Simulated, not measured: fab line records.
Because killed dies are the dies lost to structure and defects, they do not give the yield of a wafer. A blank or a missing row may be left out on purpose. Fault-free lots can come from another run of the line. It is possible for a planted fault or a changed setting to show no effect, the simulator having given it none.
Which tool did it?	flow gf180mcu	18 wafers sampled from 6 lots at 1 step of a route of 602

## WHAT THE GAUGES READ, wafer by wafer
GF_STI_THK_MEAS_30.
lot	measured	on	STI_OXIDATION_02_THK (nm)
L994	day 2 11:13	film metro-03	9.99 9.99 9.95
L999	day 3 12:24	film metro-04	10.37 10.27 10.17
L105	day 4 21:29	film metro-04	10.19 10.14 10.26
L107	day 5 07:59	film metro-02	10.18 10.02 10.09
L111	day 6 02:53	film metro-03	9.81 9.71 9.71
L115	day 7 00:50	film metro-04	9.56 9.50 9.46

## WHICH TOOL RAN EACH LOT (tool, then ch and the chambers of the sampled wafers, then the start)
There is no process step in the record ahead of these readings.

## THE ANSWER, worked out from the rows above alone
Rule: the usual values come from the lots themselves. The widest of any qualifying gaps counts: lots, ordered by their means at a reading, are off when they make up no more than a third of the lots, leave a main group of 4 or more, and stand apart from it by 3 or more times the standard deviation of that group's means. If all means in a main group match to the digits the tables above print for the reading, that group is not used. Also off: a lot with no number at a reading for which 4 or more lots have one. The other lots that the step has rows for count as sound.
No lot is off at any reading shown: from this, nothing can be told.

## WHAT THE SIMULATOR HAD PUT IN
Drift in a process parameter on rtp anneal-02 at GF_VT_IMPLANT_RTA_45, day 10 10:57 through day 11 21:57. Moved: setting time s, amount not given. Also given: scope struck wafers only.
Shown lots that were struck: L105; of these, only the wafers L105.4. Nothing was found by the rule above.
